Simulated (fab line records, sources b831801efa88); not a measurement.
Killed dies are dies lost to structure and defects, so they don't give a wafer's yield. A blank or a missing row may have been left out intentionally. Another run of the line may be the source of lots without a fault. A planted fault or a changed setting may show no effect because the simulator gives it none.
2 desks looking at one fault || flow gf180mcu || every desk sees just its own numbers, and what lay behind them comes last

== FOR THE TOOL OWNER'S DESK: iline_stepper-02 ==
The tool's own readings at GF_TOP_METAL_EXPOSE_11 (exposes mask MetalTop, target cd 440 nm): means of the sampled wafers that have a number, for each lot that ran on this tool. Any lot whose mean is over 4 standard deviations away from the usual mean is out of limits and marked OUT; that distance is given in the brackets.
Columns: A = exposure_dose_mJ_cm2 at GF_TOP_METAL_EXPOSE_11, usual 170.3
{"lot": "L742", "first seen here": "day 27 17:26", "A": 169.9}
{"lot": "L745", "first seen here": "day 28 18:52", "A": 170.0}
{"lot": "L750", "first seen here": "day 30 01:07", "A": 169.8}
{"lot": "L751", "first seen here": "day 30 11:31", "A": 170.0}
{"lot": "L753", "first seen here": "day 30 23:47", "A": 170.1}
{"lot": "L758", "first seen here": "day 32 09:46", "A": 170.0}
{"lot": "L761", "first seen here": "day 33 09:56", "A": "157.8 (-40) OUT"}
{"lot": "L763", "first seen here": "day 33 15:28", "A": "157.9 (-40) OUT"}
This desk's finding: out of limits on L761, L763; first on L761, day 33 09:56 (exposure_dose_mJ_cm2 at GF_TOP_METAL_EXPOSE_11). In limits: L742, L745, L750, L751, L753, L758.

== METROLOGY DESK ==
Lot by lot, what the gauges showed, no matter which tool ran the lot: averages of those sampled wafers that carry a number. Any lot whose mean is over 4 standard deviations away from the usual mean is out of limits and marked OUT; that distance is given in the brackets.
Columns: A = M5_OVL at GF_M5_OVL_MEAS_08, usual -3 nm; B = cd_nm at GF_TOP_METAL_CD_MEAS_14, usual 440.2 nm
{"lot": "L742", "first seen here": "day 26 07:45", "A": 4, "B": 441.3}
{"lot": "L745", "first seen here": "day 27 10:13", "A": -1, "B": 440.9}
{"lot": "L749", "first seen here": "day 28 16:16", "A": -8, "B": 440.1}
{"lot": "L750", "first seen here": "day 28 18:48", "A": -3, "B": 437.4}
{"lot": "L751", "first seen here": "day 29 03:34", "A": -1, "B": 442.2}
{"lot": "L753", "first seen here": "day 29 17:58", "A": 0, "B": 438.8}
{"lot": "L755", "first seen here": "day 30 06:52", "A": -1, "B": 438.4}
{"lot": "L758", "first seen here": "day 31 05:13", "A": 0, "B": 438.4}
{"lot": "L761", "first seen here": "day 32 07:27", "A": 6, "B": "462.7 (+10) OUT"}
{"lot": "L763", "first seen here": "day 32 12:37", "A": -6, "B": "462.0 (+9.9) OUT"}
{"lot": "L765", "first seen here": "day 32 20:51", "A": -4, "B": 440.9}
{"lot": "L764", "first seen here": "day 32 23:17", "A": -3, "B": 439.3}
This desk's finding: out of limits on L761, L763; first on L761, day 33 17:49 (cd_nm at GF_TOP_METAL_CD_MEAS_14). In limits: L742, L745, L749, L750, L751, L753, L755, L758, L765, L764.

== ALL TOGETHER ==
At day 33 09:56, on L761, L763, the tool owner's desk was in a position to raise an alarm.
L761, L763 would have let the metrology desk raise an alarm at day 33 17:49.
On iline_stepper-02, each named lot ran GF_TOP_METAL_EXPOSE_11.

== WHAT THE SIMULATOR HAD INSERTED ==
Process parameters drifting: iline_stepper-02 at GF_TOP_METAL_EXPOSE_11, beginning at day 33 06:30. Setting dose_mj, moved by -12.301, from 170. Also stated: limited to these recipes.
Shown lots that were struck: L761, L763.
Delay (hours) between the fault's onset and each desk's first out-of-limits reading: 3 at the tool owner's desk, 11 at the metrology desk.
